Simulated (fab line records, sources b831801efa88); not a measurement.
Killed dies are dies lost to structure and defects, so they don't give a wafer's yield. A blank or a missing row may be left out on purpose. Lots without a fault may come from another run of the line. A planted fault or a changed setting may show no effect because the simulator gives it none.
Which tool did it? | flow gf180mcu | 14 lots, 42 wafers sampled, at 2 steps of a route of 602

WHAT THE GAUGES READ, wafer by wafer
GF_M1_CD_MEAS_14: target cd 230 nm. Usual: cd_nm 230.3 nm, standard deviation 1.2.
lot  | measured     | on        | cd_nm (nm)        | flag
L927 | day 17 18:58 | cd_sem-01 | 228.0 229.6 230.5 |
L931 | day 19 06:35 | cd_sem-02 | 230.5 231.1 231.4 |
L932 | day 19 19:18 | cd_sem-01 | 232.0 231.5 233.4 |
L934 | day 20 09:58 | cd_sem-02 | 231.8 231.5 231.5 |
L939 | day 22 11:50 | cd_sem-02 | 229.1 228.4 230.5 |
L940 | day 22 19:11 | cd_sem-02 | 228.8 228.0 228.3 |
L941 | day 22 23:31 | cd_sem-02 | 228.9 228.3 229.8 |
L942 | day 23 09:04 | cd_sem-01 | 229.6 231.2 230.5 |
L943 | day 23 16:50 | cd_sem-01 | 230.4 230.7 230.6 |
L944 | day 23 23:01 | cd_sem-02 | 229.0 229.1 229.2 |
L945 | day 24 11:55 | cd_sem-02 | 229.6 230.6 230.7 |
L946 | day 24 19:27 | cd_sem-02 | 232.6 231.5 232.4 |
L947 | day 25 07:34 | cd_sem-01 | 229.7 229.5 229.8 |
L948 | day 25 15:12 | cd_sem-01 | 230.2 229.7 229.8 |

GF_V1_THK_MEAS_01. Usual: V1_CVD_00_THK 598 nm, standard deviation 6.2.
lot  | measured     | on            | V1_CVD_00_THK (nm) | flag
L927 | day 17 19:50 | film_metro-03 | 603 603 599        |
L931 | day 19 07:29 | film_metro-03 | 598 591 598        |
L932 | day 19 21:02 | film_metro-01 | 591 588 600        |
L934 | day 20 10:51 | film_metro-03 | 599 587 592        |
L939 | day 22 12:50 | film_metro-02 | 590 592 586        |
L940 | day 22 20:06 | film_metro-01 | 597 595 593        |
L941 | day 23 00:23 | film_metro-03 | 593 588 594        |
L942 | day 23 10:17 | film_metro-02 | 610 612 608        |
L943 | day 23 17:52 | film_metro-02 | 601 599 599        |
L944 | day 23 23:55 | film_metro-01 | 595 595 599        |
L945 | day 24 12:55 | film_metro-01 | 600 603 606        |
L946 | day 24 20:26 | film_metro-01 | 593 597 587        |
L947 | day 25 08:25 | film_metro-01 | 589 586 595        |
L948 | day 25 16:05 | film_metro-03 | 598 596 592        |

WHICH TOOL RAN EACH LOT (tool, then ch and the chambers of the sampled wafers, then the start)
The record holds no process step before these readings.

WHAT THE TOOLS THEMSELVES READ (means of the sampled wafers that have a number; where no wafer has one, the mark that the record gives instead)
The record holds no such reading with a usual standard deviation.

THE ANSWER, worked out from the rows above alone
Rule: a lot is off if the mean of its wafers that have a number lies more than 3 standard deviations from the usual mean. A lot without any number at a reading at which 4 lots or more have one is off too. The other lots that the step has rows for count as sound. The gauges are gone through in route order, then the tools' own readings, and for those a lot's mean is taken as printed above. The first step at which some lot is off is used, and at that step the reading that is off furthest; a lot without a number counts as furthest.
No lot is off at any reading shown: from this, nothing can be told.

WHAT THE SIMULATOR HAD PUT IN
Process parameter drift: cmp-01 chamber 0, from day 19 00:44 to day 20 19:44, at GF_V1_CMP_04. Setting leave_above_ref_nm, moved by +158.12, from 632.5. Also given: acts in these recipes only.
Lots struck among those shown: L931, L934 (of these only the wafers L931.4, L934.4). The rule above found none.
